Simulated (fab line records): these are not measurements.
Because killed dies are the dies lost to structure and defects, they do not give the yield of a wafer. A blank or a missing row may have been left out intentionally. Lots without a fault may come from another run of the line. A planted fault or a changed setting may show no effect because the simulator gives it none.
Problem report in the 8D (eight disciplines) form, filled by code -- flow gf180mcu -- the parts of the form that need people (team, actions taken, sign-off) are left out

1. WHAT IS WRONG
VT_IMPLANT_3_TW at GF_VT_IMPLANT_TW_MEAS_32 reads a mean of 244.2 on 6 wafers of 2 lots; wafers without a fault read 268.7 with a standard deviation of 2.1. That puts it -12 standard deviations away from the usual mean.
First observed at day 10 08:08: wafer L257.1, on filmMetro-01. The record holds 39 wafers of 13 lots with a number at this step. The rule behind "out" and "out of limits": a value lying over 4 standard deviations away from the usual mean. All remaining wafers that have a number are taken as sound.

2. WHAT IT IS, WHAT IT ISN'T
question,is,is not
which readings at this step,VT_IMPLANT_3_TW,-
which lots,"L257, L261","L245, L248, L249, L250, L251, L252, L253, L254, L258, L259, L267"
which wafers of those lots,all that have a number,-
read on which gauges,"filmMetro-01, filmMetro-02",filmMetro-04
when,from day 10 08:08,"up to then (24 sound wafers); but 9 sound wafers of L258, L259, L267 came after"

3. WHAT RULES OUT EACH SUSPECT
Counting: a tool at a process step up to the reading stays a suspect if it ran every lot that is out and no sound lot after the first of them.
- the gauge at GF_VT_IMPLANT_TW_MEAS_32 is ruled out. The wafers that are out were read on 2 gauges (filmMetro-01, filmMetro-02).
- plasmaAsher-02 at GF_VT_IMPLANT_STRIP_20 (strips in O2/N2): ruled out as a lasting fault. Following L257 (day 9 12:32), the first lot on it that is out, the sound lots L258 were run on it.
- implanter-01 at GF_VT_IMPLANT_IMPLANT_30: kept. All lots that are out passed through it, beginning with L257 at day 10 07:53, and no sound lot followed; its final sound lot before that point was L254 at day 9 08:54. Its own doseIonsCm2, faradayCurrentUA readings are out on those wafers.
After counting, what remains is implanter-01 at GF_VT_IMPLANT_IMPLANT_30.

4. THE CAUSE (what the simulator had put in)
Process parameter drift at GF_VT_IMPLANT_IMPLANT_30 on implanter-01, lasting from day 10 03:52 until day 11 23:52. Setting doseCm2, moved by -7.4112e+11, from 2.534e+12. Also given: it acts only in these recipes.
This tool alone remained once counting was done.

5. SEQUENCE OF EFFECTS, ordered by route
Each row: a reading where the mean over the struck wafers with a number is more than 3 standard deviations away from the usual. Only readings for which the record gives a usual standard deviation are gone through. hours: the time from each lot's start at the first step in this table that gives one to its start at this step, as a median over the lots. sigmas: the change in usual standard deviations.
hours,step,reading,usual,on struck wafers,change,sigmas
0,GF_VT_IMPLANT_IMPLANT_30,doseIonsCm2,2.5333e+12,1.7916e+12,-7.4173e+11,-99 or more
0,GF_VT_IMPLANT_IMPLANT_30,faradayCurrentUA,14.27,10.13,-4.13,-14
0,GF_VT_IMPLANT_TW_MEAS_32,VT_IMPLANT_3_TW,268.7,244.2,-24.5,-12
Its process steps:
- GF_VT_IMPLANT_IMPLANT_30

6. HOW IT WOULD HAVE BEEN CAUGHT EARLIER
In this record the first reading out of limits at a measuring or inspecting step was taken at day 10 08:08, 4 hours after the fault began at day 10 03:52.
Tool's own readings at GF_VT_IMPLANT_IMPLANT_30, doseIonsCm2, faradayCurrentUA: out on all struck wafers the step has rows for; an alarm limit on them would have tripped on the first.
Of the lots that are out (2), L261 began GF_VT_IMPLANT_IMPLANT_30 on implanter-01 after day 10 08:08. It would have been spared by a hold on the tool at that moment.
